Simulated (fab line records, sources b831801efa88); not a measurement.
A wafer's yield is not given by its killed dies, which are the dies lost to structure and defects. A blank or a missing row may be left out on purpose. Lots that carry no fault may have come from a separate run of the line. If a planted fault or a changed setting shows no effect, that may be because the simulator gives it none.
Matching of chambers ; flow sky130 ; SKY_VIA4_CMP_02 on cmp-02: 4 sister chambers
The step polishes SiO2. 14 wafers are shown with their chamber, then 7 later ones without.

WAFERS WITH THEIR CHAMBER
wafer;chamber;motor-current-A (A);edge-zone-pressure-frac;slurry-filter-dp-kPa (kPa)
L820.2;3;14.5;1.004;13.57
L820.5;3;15.2;1.009;13.61
L820.6;2;13.5;1.006;13.66
L827.2;1;11.5;1.000;13.40
L827.3;3;15.2;1.004;13.63
L827.5;2;14.0;1.004;13.68
L828.1;2;13.7;0.999;13.59
L828.2;0;10.8;1.004;13.31
L828.5;0;11.0;1.002;13.45
L831.1;0;10.7;0.997;13.71
L831.2;1;11.1;0.998;13.53
L831.3;2;13.2;0.993;13.61
L838.2;1;11.6;0.999;13.72
L838.3;0;10.4;0.994;13.70

SIGNATURES (means of the wafers above)
reading;chamber 0;chamber 1;chamber 2;chamber 3;scatter within a chamber
motor-current-A;10.725;11.400;13.600;14.967;0.315
edge-zone-pressure-frac;0.99925;0.99900;1.00050;1.00567;0.00427
slurry-filter-dp-kPa;13.5425;13.5500;13.6350;13.6033;0.132
Rule: a wafer's distance from a chamber is the root of the sum, over the readings, of the square of ((its reading less the chamber's mean) divided by the reading's scatter). If the next closest chamber is less than 2 further off than the closest, the wafer can't be placed; otherwise it belongs to the closest. The scatter: the root of (the sum of the squares of (reading less its chamber's mean) over the shown wafers, divided by (wafers less chambers)).

WAFERS WITHOUT THEIR CHAMBER
wafer;motor-current-A (A);edge-zone-pressure-frac;slurry-filter-dp-kPa (kPa)
L838.4;15.1;1.001;13.40
L839.1;11.3;0.996;13.57
L839.3;14.0;0.994;13.70
L839.5;11.8;0.996;13.21
L841.2;15.2;0.997;13.57
L841.4;13.8;1.002;13.34
L841.5;15.2;1.004;13.29

CHAMBER TAKEN BY EACH
wafer;from the rows above;in truth
L838.4;3;3
L839.1;can't be placed: 1 or 0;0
L839.3;2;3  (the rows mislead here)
L839.5;can't be placed: 1 or 0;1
L841.2;3;3
L841.4;can't be placed: 2 or 3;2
L841.5;3;3
Correctly placed: 3 of 7. Not placeable from these rows: 3 (in 3, the candidates include the true chamber). Wrongly placed: 1.
